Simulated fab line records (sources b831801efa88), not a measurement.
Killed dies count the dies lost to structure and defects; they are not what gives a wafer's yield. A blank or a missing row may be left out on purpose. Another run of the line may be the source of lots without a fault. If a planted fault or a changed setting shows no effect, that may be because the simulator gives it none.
A lot that was struck, set against a sound lot	flow sky130	43 steps out of a route of 708
Sound: the wafers L639.2, L639.4, L639.5. Struck: wafers L653.2, L653.5. (L653.4 of the same lot was not struck and is left out.) The cause comes at the end.
Order at every step that has rows: each side's tool, ch and its chambers, its first start. Under that, the readings that differ: sound wafers	struck wafers	difference of the means	sigmas: that difference in standard deviations of wafers without a fault.
alike: same words and numbers on both sides, and readings whose means sit less than 2 such deviations apart. not compared: any withheld reading, any reading some wafer has no value for, any bound like >300 that may hide the same value, and any number with overlapping values for which the record gives no deviation.
The two part at a step that has a row with sigmas, a row that says differs or no value, or rows on one side only. Numbers that have no deviation but don't overlap get no sigmas and don't part them. Lack of a reading on every wafer of one side parts them only where that side has two or more wafers.

SKY_VIA4_STRIP_13: strips in O2/N2.
  sound on plasma_asher-01 ch 0,1, day 43 03:48; struck on plasma_asher-02 ch 0, day 47 04:54
  alike: drypump_motor_current_A, oes_product_au, strip_time_to_endpoint_s
  not compared: rf_hours_counter_h
then, 3 steps without rows for these wafers: SKY_VIA4_STRIP_14 (strips in post etch residue remover, time 1200 s); SKY_VIA4_CLEAN_15 (cleans in IPA, time 180 s); SKY_VIA4_CLEAN_16 (cleans in O3/DIW).
SKY_VIA4_SPUTTER_17: material TiN, target thk 20 nm, time 80 s.
  sound on pvd_sputter-01, day 43 04:34; struck on pvd_sputter-04, day 47 05:31
reading	sound	struck	difference	sigmas
throttle_valve_pct (%)	30.2 29.4 30.0	32.1 32.1	+2.2	+2
SKY_VIA4_CVD_18: deposits W, target thk 505 nm, time 152.14 s.
  sound on cvd_w-01 ch 1, day 43 04:37; struck on cvd_w-02 ch 1, day 47 05:35
reading	sound	struck	difference	sigmas
heater_power_w (W)	726 731 736	857 851	+123	+3
  alike: susceptor_temp_C
SKY_VIA4_RS_MEAS_19: the measuring method here is four-point-probe.
  sound on film_metro-04, day 43 04:47; struck on film_metro-02, day 47 05:45
  alike: VIA4_W_RS
SKY_VIA4_THK_MEAS_20: measures by xrf.
  sound on film_metro-04, day 43 04:54; struck on film_metro-02, day 47 05:52
reading	sound	struck	difference	sigmas
VIA4_W_THK (nm)	502 503 507	530 529	+26	+3
then, 4 steps without rows for these wafers: SKY_VIA4_CMP_21 (polishes, stops on SiO2, t overpolish 25 s, target thk 0 nm); SKY_METAL5_SPUTTER_00 (material Ti, target thk 15 nm, time 10 s); SKY_METAL5_SPUTTER_01 (material TiN, target thk 20 nm, time 16.7 s); SKY_METAL5_SPUTTER_02 (material AlCu, target thk 1150 nm, time 61.2 s).
SKY_METAL5_SPUTTER_03: material Ti, target thk 5 nm, time 3.3 s.
  sound on pvd_sputter-04, day 43 05:28; struck on pvd_sputter-04, day 47 06:53
  alike: throttle_valve_pct
then, 1 step without rows for these wafers: SKY_METAL5_SPUTTER_04 (material TiN, target thk 70 nm, time 58.3 s).
SKY_METAL5_RS_MEAS_05: the measuring method here is four-point-probe.
  sound on film_metro-01, day 43 05:33; struck on film_metro-03, day 47 06:58
  alike: METAL5_ALCU_RS
SKY_METAL5_THK_MEAS_06: measures by xrf.
  sound on film_metro-01, day 43 05:40; struck on film_metro-03, day 47 07:04
  alike: METAL5_ALCU_THK
then, 7 steps without rows for these wafers: SKY_METAL5_DEHYDRATE_07 (time 60 s); SKY_METAL5_HMDS_08 (prime time 60 s); SKY_METAL5_COAT_09 (resist thk 1800 nm); SKY_METAL5_SOFTBAKE_10 (time 60 s); SKY_METAL5_EXPOSE_11 (exposes mask MM5, target cd 1600 nm); SKY_METAL5_PEB_12; SKY_METAL5_DEVELOP_13 (develop time 60 s).
SKY_METAL5_DESCUM_14: chemistry O2, time 11 s.
  sound on rie_metal-04 ch 0,1, day 44 04:26; struck on rie_metal-04 ch 0,1, day 48 00:47
  alike: drypump_motor_current_A, oes_product_au
  not compared: rf_hours_counter_h
then, 5 steps without rows for these wafers: SKY_METAL5_METAL_ETCH_15 (etches the open film in Cl2/BCl3, stops on SiO2, target depth 1260 nm, time 252 s); SKY_METAL5_STRIP_16 (strips in O2/N2); SKY_METAL5_STRIP_17 (strips in post etch residue remover, time 1200 s); SKY_METAL5_CLEAN_18 (cleans in IPA, time 180 s); SKY_METAL5_CLEAN_19 (cleans in O3/DIW).
SKY_PASSIVATION_CVD_00: deposits SiO2, target thk 90 nm.
  sound on pecvd-03 ch 0,1, day 44 05:18; struck on pecvd-04 ch 0,2, day 48 01:39
  alike: heater_power_w, susceptor_temp_C
SKY_PASSIVATION_THK_MEAS_01:
  sound on film_metro-03, day 44 05:20; struck on film_metro-01, day 48 01:41
  alike: PASSIVATION_CVD_00_THK
then, 1 step without rows for these wafers: SKY_PASSIVATION_CVD_02 (deposits Si3N4, target thk 540 nm).
SKY_PASSIVATION_THK_MEAS_03:
  sound on film_metro-03, day 44 05:44; struck on film_metro-01, day 48 01:58
  alike: PASSIVATION_CVD_02_THK
then, 9 steps without rows for these wafers: SKY_PASSIVATION_DEHYDRATE_04 (time 60 s); SKY_PASSIVATION_HMDS_05 (prime time 60 s); SKY_PASSIVATION_COAT_06 (resist thk 3000 nm); SKY_PASSIVATION_SOFTBAKE_07; SKY_PASSIVATION_EXPOSE_08 (exposes mask NSM, target cd 3000 nm); SKY_PASSIVATION_PEB_09; SKY_PASSIVATION_DEVELOP_10 (develop time 60 s); SKY_PASSIVATION_ETCH_11 (etches the open film in CF4/O2, stops on AlCu, target depth 725 nm, time 161.1 s); SKY_PASSIVATION_STRIP_12 (strips in O2/N2).
SKY_PAD_OPEN_PROBE_99:
  sound on prober-02, day 46 02:28; struck on prober-02, day 49 15:37
reading	sound	struck	difference	sigmas
hold	- - -	await_dispo/2.8h/release await_dispo/2.8h/release	no value on the sound wafers	
defect_limited_yield (%)	84.3 83.3 82.9	71.3 69.3	-13.2	-7
killed_at_M4_up	4 3 4	69 71	+66	+39
killed_dies	77 82 84	141 151	+65	+7
sort_bin_3_pad_short (%)	1.0 1.0 0.4	5.1 5.1	+4.3	+10
sort_bin_5_function (%)	9.8 8.7 10.2	17.1 18.9	+8.4	+6
sort_n_pass	415 410 408	351 341	-65	-7
sort_yield_pct (%)	84.3 83.3 82.9	71.3 69.3	-13.2	-7
model.etest.tester.sort_n_pass	415 410 408	351 341	-65	
model.etest.tester.sort_yield_pct (%)	84.35 83.33 82.93	71.34 69.31	-13.21	
model.etest.tester.sort_bin_5_pct (%)	9.756 8.74 10.16	17.07 18.9	+8.43	
model.etest.tester.sort_bin_3_pct (%)	1.016 1.016 0.4065	5.081 5.081	+4.268	
  alike: killed_at_M0_to_M3, killed_at_contacts, killed_at_front_end, killed_at_other, killed_open, killed_short, sort_bin_6_memory

## WHERE THEY PART
Last at SKY_PAD_OPEN_PROBE_99 as far as this record goes, first at SKY_VIA4_SPUTTER_17.

WHY: what had been put in by the simulator
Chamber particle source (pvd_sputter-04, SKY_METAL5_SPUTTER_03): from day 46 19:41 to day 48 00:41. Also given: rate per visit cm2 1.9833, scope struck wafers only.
